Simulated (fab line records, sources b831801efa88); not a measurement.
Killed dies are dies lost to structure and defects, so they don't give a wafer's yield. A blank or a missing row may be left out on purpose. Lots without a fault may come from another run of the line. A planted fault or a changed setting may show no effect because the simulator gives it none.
Problem report in the 8D (eight disciplines) form, filled by code | flow sfq_line | the parts of the form that need people (team, actions taken, sign-off) are left out

1. THE PROBLEM
R5_MONX_RS at SFQ_R5_RS_MEAS_933 reads a mean of 10.74 ohm/sq on 1 wafer of 1 lot; wafers without a fault read 7.24 ohm/sq with a standard deviation of 0.097. That is +36 standard deviations from the usual mean.
The step: measures by four-point-probe.
First seen on wafer L514.3, day 66 19:32, on film_metro-04. The record holds 39 wafers of 13 lots with a number at this step. Rule for "out", or "out of limits": more than 4 standard deviations from the usual mean. The other wafers with a number count as sound.

2. WHAT IT IS AND WHAT IT IS NOT
question                    | is                | is not
which readings at this step | R5_MONX_RS        | -
which lots                  | L514              | L504, L505, L508, L510, L515, L516, L519, L520, L522, L523, L524, L525
which wafers of those lots  | L514.3            | L514.4, L514.6
read on which gauges        | film_metro-04     | film_metro-02, film_metro-03
when                        | from day 66 19:32 | up to then (14 sound wafers); but 24 sound wafers of L515, L516, L519, L520, L522, L523, L524, L525 came after

3. SUSPECTS, AND WHAT RULES EACH OUT
Counting: a tool at a process step up to the reading stays a suspect if it ran every lot that is out. Sound lots after the first of them don't rule it out here, since some wafers of a struck lot are sound.
- the gauge at SFQ_R5_RS_MEAS_933: kept. All the wafers that are out were read on film_metro-04, and no step on other tools shows them out.
- pvd_sputter-05 at SFQ_TRILAYER_R5_DEP_SPUTTER_133 (material MoNx, target thk 40 nm, time 66.7 s): kept. It ran the lot that is out, L514 (day 66 19:26); its last sound lot up to then is L510 (day 65 00:46).
Left after counting: pvd_sputter-05 at SFQ_TRILAYER_R5_DEP_SPUTTER_133, film_metro-04 at SFQ_R5_RS_MEAS_933.

4. THE CAUSE (what the simulator had put in)
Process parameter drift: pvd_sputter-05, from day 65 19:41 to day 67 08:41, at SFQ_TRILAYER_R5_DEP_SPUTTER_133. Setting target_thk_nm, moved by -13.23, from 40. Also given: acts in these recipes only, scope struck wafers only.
Counting left 2 suspects, and this tool is among them.

5. THE CHAIN OF EFFECTS, in route order
Each row: a reading whose mean over the struck wafers that have a number lies more than 3 standard deviations from the usual. Only readings for which the record gives a usual standard deviation are gone through. hours: the time from each lot's start at the first step in this table that gives one to its start at this step, as a median over the lots. sigmas: the change in usual standard deviations.
hours | step                | reading     | usual       | on struck wafers | change | sigmas
0     | SFQ_R5_RS_MEAS_933  | R5_MONX_RS  | 7.24 ohm/sq | 10.74            | +3.50  | +36
0     | SFQ_R5_THK_MEAS_934 | R5_MONX_THK | 38.6 nm     | 25.1             | -13.5  | -21

6. WHAT WOULD HAVE CAUGHT IT SOONER
In this record the first reading out of limits at a measuring or inspecting step was taken at day 66 19:32, 24 hours after the fault began at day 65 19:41.
Of the tool readings at SFQ_TRILAYER_R5_DEP_SPUTTER_133 for which the record gives a usual standard deviation, none was out on any struck wafer, so an alarm limit of 4 standard deviations on them would not have fired.
All the lots that are out (1) had begun SFQ_TRILAYER_R5_DEP_SPUTTER_133 on pvd_sputter-05 by day 66 19:32. A hold on the tool at that time would have spared none of them.
